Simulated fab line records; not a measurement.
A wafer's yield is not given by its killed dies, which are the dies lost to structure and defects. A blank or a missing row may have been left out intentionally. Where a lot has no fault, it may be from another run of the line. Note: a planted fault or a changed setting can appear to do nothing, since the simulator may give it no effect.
A lot that was struck, set against a sound lot -- flow sky130 -- 42 steps out of a route of 708
Sound: the wafers L915.1, L915.3, L915.5. Struck: wafer L910.2 (L910.4, L910.6, from the same lot, were not struck and are left out); the cause is given at the end.
Per side, at each step with rows, come the tool, then ch with its chambers, and then its first start. Under that, the readings that differ: sound wafers -- struck wafers -- difference of the means -- sigmas: that difference in standard deviations of wafers without a fault.
alike: readings with means less than 2 such deviations apart, plus words and numbers identical on both sides. not compared: withheld readings, readings lacking a value on some wafer, bounds such as >300 that could conceal the same value, and numbers that have no deviation in the record and whose values overlap.
The two part at a step that has a row with sigmas, a row that says differs or no value, or rows on one side only. Numbers that have no deviation but don't overlap get no sigmas and don't part them. Lack of a reading on every wafer of one side parts them only where that side has two or more wafers.

first, 1 step without rows for these wafers: SKY_POLY_CUT_ETCH_10 (etches BARC in N2/H2, stops on SiO2, time 45.9 s, target depth 60 nm).
SKY_POLY_CUT_ETCH_11: etches Si3N4 in CF4/CH2F2/Ar, stops on poly-Si, time 42.5 s, target depth 60 nm.
  sound on rieDiel-03 ch 1,2,3, day 30 04:19; struck on rieDiel-03 ch 2, day 28 12:25
reading,sound,struck,difference,sigmas
drypumpMotorCurrentA (A),5.9 5.0 6.3,5.0,-0.7,-2
oesProductAu (a.u.),0.832 0.840 0.834,0.819,-0.016,-3
  alike: throttleValvePct
  not compared: rfHoursCounterH
SKY_POLY_CUT_STRIP_12: strips in O2/N2.
  sound on plasmaAsher-04 ch 0, day 30 04:22; struck on plasmaAsher-02 ch 1, day 28 12:28
reading,sound,struck,difference,sigmas
drypumpMotorCurrentA (A),6.6 6.6 6.6,5.5,-1.1,-2
  alike: oesProductAu, stripTimeToEndpointS
  not compared: rfHoursCounterH
then, 7 steps without rows for these wafers: SKY_SD_P_DEHYDRATE_00 (time 60 s); SKY_SD_P_HMDS_01 (prime time 60 s); SKY_SD_P_COAT_02 (resist thk 1140 nm); SKY_SD_P_SOFTBAKE_03 (time 60 s); SKY_SD_P_EXPOSE_04 (exposes mask PSDM, target cd 380 nm); SKY_SD_P_PEB_05; SKY_SD_P_DEVELOP_06 (develop time 60 s).
SKY_SD_P_CD_MEAS_07: the cd target is 380 nm.
  sound on cdSem-01, day 31 08:35; struck on cdSem-01, day 29 16:43
  alike: cdNm
SKY_SD_P_OVL_MEAS_08:
  sound on overlay-01, day 31 08:42; struck on overlay-01, day 29 16:49
reading,sound,struck,difference,sigmas
SD_P_OVL (nm),3.3 1.6 2.9,-0.6,-3.2,-2
SKY_SD_P_IMPLANT_09:
  sound on implanter-04 ch 0, day 31 08:44; struck on implanter-02 ch 0, day 29 16:52
SKY_SD_P_STRIP_10: strips in O2/N2.
  sound on plasmaAsher-04 ch 0,1, day 31 08:53; struck on plasmaAsher-02 ch 0, day 29 17:00
reading,sound,struck,difference,sigmas
drypumpMotorCurrentA (A),6.6 5.4 6.6,5.3,-0.9,-2
stripTimeToEndpointS (s),17.49 17.55 17.52,17.41,-0.11,-3
  alike: oesProductAu
  not compared: rfHoursCounterH
SKY_SD_P_TW_MEAS_11:
  sound on filmMetro-02, day 31 08:59; struck on filmMetro-04, day 29 17:07
  alike: SD_P_TW
then, 8 steps without rows for these wafers: SKY_RES_XHIGH_DEHYDRATE_00 (time 60 s); SKY_RES_XHIGH_HMDS_01 (prime time 60 s); SKY_RES_XHIGH_COAT_02 (resist thk 1140 nm); SKY_RES_XHIGH_SOFTBAKE_03 (time 60 s); SKY_RES_XHIGH_EXPOSE_04 (exposes mask URPM, target cd 1270 nm); SKY_RES_XHIGH_PEB_05; SKY_RES_XHIGH_DEVELOP_06 (develop time 60 s); SKY_RES_XHIGH_IMPLANT_07.
SKY_RES_XHIGH_STRIP_08: strips in O2/N2.
  sound on plasmaAsher-03 ch 0,1, day 32 12:32; struck on plasmaAsher-02 ch 0, day 30 21:27
reading,sound,struck,difference,sigmas
drypumpMotorCurrentA (A),6.03 5.65 6.01,5.36,-0.54,-2
  alike: oesProductAu, stripTimeToEndpointS
  not compared: rfHoursCounterH
SKY_RES_XHIGH_TW_MEAS_09:
  sound on filmMetro-01, day 32 12:38; struck on filmMetro-04, day 30 21:34
reading,sound,struck,difference,sigmas
RES_XHIGH_TW,1613 1606 1616,1652,+40,+2
then, 7 steps without rows for these wafers: SKY_SD_N_DEHYDRATE_00 (time 60 s); SKY_SD_N_HMDS_01 (prime time 60 s); SKY_SD_N_COAT_02 (resist thk 1140 nm); SKY_SD_N_SOFTBAKE_03 (time 60 s); SKY_SD_N_EXPOSE_04 (exposes mask NSDM, target cd 380 nm); SKY_SD_N_PEB_05; SKY_SD_N_DEVELOP_06 (develop time 60 s).
SKY_SD_N_CD_MEAS_07: the cd target is 380 nm.
  sound on cdSem-01, day 33 16:14; struck on cdSem-02, day 32 00:16
  alike: cdNm
SKY_SD_N_OVL_MEAS_08:
  sound on overlay-01, day 33 16:21; struck on overlay-02, day 32 00:23
  alike: SD_N_OVL
then, 3 steps without rows for these wafers: SKY_SD_N_IMPLANT_09; SKY_SD_N_IMPLANT_10; SKY_SD_N_STRIP_11 (strips in O2/N2).
SKY_SD_N_TW_MEAS_12:
  sound on filmMetro-01, day 33 16:47; struck on filmMetro-01, day 32 00:49
  alike: SD_N_TW
then, 1 step without rows for these wafers: SKY_SD_N_CLEAN_13 (cleans in SC1/SC2, time 150 s).
SKY_SD_N_RTA_14: time 2 s.
  sound on rtpAnneal-01 ch 0, day 33 16:53; struck on rtpAnneal-01 ch 0, day 32 00:56
  alike: annealTempCMax, lampPowerPct, rampDownCPerS, wafer_temp_C_max
SKY_SD_N_RS_MEAS_16: measurement is done with a four-point probe.
  sound on filmMetro-02, day 33 17:04; struck on filmMetro-04, day 32 01:07
  alike: SD_N_RS
-- a jump in the record: the struck wafers' starts before and after are 17 days apart (it breaks off in module SD_N and resumes in module PAD_OPEN, where the first step shown is number 708 of the route) --
SKY_PAD_OPEN_PROBE_99:
  sound on prober-02, day 50 00:26; struck on prober-02, day 48 18:37
reading,sound,struck,difference,sigmas
model.etest.resHighPo.rsOhmSqRange,12.47 11.24 6.678,46.57,+36.44,
model.etest.resPdiff.rsOhmSqRange,8.556 5.763 7.229,18.45,+11.27,
  alike: killed_at_M0_to_M3, killed_at_M4_up, killedAtContacts, killedAtFrontEnd, killedAtOther, killedDies, killedOpen, killedShort

== WHERE THEY PART ==
At SKY_POLY_CUT_ETCH_11 first; at SKY_RES_XHIGH_TW_MEAS_09 last (within this record only). Later steps at which nothing parts them and some readings are alike: SKY_SD_N_CD_MEAS_07, SKY_SD_N_OVL_MEAS_08, SKY_SD_N_TW_MEAS_12, SKY_SD_N_RTA_14, SKY_SD_N_RS_MEAS_16, SKY_PAD_OPEN_PROBE_99.

WHY: the cause the simulator had injected
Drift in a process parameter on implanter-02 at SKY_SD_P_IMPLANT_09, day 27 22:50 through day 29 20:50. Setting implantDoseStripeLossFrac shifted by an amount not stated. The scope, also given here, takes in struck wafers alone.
